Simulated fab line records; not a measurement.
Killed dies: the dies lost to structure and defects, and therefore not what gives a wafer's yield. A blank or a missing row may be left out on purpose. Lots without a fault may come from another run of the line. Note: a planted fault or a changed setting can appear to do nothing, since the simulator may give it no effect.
Struck lot and sound lot, side by side -- flow sky130 -- 14 steps out of a route of 708
Sound: these wafers, L830.1, L830.2, L830.4. The struck wafers were L845.1, L845.2, L845.4. The cause is named last.
Order at every step that has rows: each side's tool, ch and its chambers, its first start. Under that, the readings that differ: sound wafers -- struck wafers -- difference of the means -- sigmas: that difference in standard deviations of wafers without a fault.
alike: readings with means less than 2 such deviations apart, plus words and numbers identical on both sides. not compared: withheld readings, readings lacking a value on some wafer, bounds such as >300 that could conceal the same value, and numbers that have no deviation in the record and whose values overlap.
A row with sigmas, a row that says differs or no value, or rows on one side alone: a step with any of these is where the two part. Numbers that don't overlap but have no deviation are shown without sigmas and don't part them. Lack of a reading on every wafer of one side parts them only where that side has two or more wafers.

first, 1 step without rows for these wafers: SKY_LDD_P_DEVELOP_06 (develop time 60 s).
SKY_LDD_P_CD_MEAS_07: the cd target is 380 nm.
  struck on cd sem-01, day 24 23:26; sound on cd sem-02, day 19 09:08
  alike: cd nm
SKY_LDD_P_OVL_MEAS_08:
  struck on overlay-02, day 24 23:34; sound on overlay-02, day 19 09:16
  alike: LDD_P_OVL
then, 1 step without rows for these wafers: SKY_LDD_P_IMPLANT_09.
SKY_LDD_P_STRIP_10: strips in O2/N2.
  sound on plasma asher-03 ch 0,1, day 19 09:26; struck on plasma asher-03 ch 0,1, day 24 23:44
  alike: drypump motor current A, oes product au, strip time to endpoint s
  not compared: rf hours counter h
SKY_LDD_P_TW_MEAS_11:
  struck on film metro-01, day 24 23:50; sound on film metro-01, day 19 09:32
  alike: LDD_P_TW
then, 6 steps without rows for these wafers: SKY_LDD_HVN_DEHYDRATE_00 (time 60 s); SKY_LDD_HVN_HMDS_01 (prime time 60 s); SKY_LDD_HVN_COAT_02 (resist thk 300 nm); SKY_LDD_HVN_SOFTBAKE_03 (time 60 s); SKY_LDD_HVN_EXPOSE_04 (exposes mask HVNTM, target cd 700 nm); SKY_LDD_HVN_PEB_05.
SKY_LDD_HVN_DEVELOP_06: develop time 60 s.
  sound on litho track-04 ch 0, day 20 16:11; struck on litho track-04, day 26 04:44
  no value came back on the struck wafers for chill plate temp C (C), develop time s (s); on the sound wafers chill plate temp C (C) reads 22.86 23.03 23.00
SKY_LDD_HVN_OVL_MEAS_07:
  struck on overlay-02, day 26 04:53; sound on overlay-02, day 20 16:20
reading,sound,struck,difference,sigmas
LDD_HVN_OVL (nm),-3.2 -1.9 -1.7,- - -,no value on the struck wafers,

WHERE THEY PART
Last at SKY_LDD_HVN_OVL_MEAS_07 as far as this record goes, first at SKY_LDD_HVN_DEVELOP_06.

WHY: whatever the simulator had introduced
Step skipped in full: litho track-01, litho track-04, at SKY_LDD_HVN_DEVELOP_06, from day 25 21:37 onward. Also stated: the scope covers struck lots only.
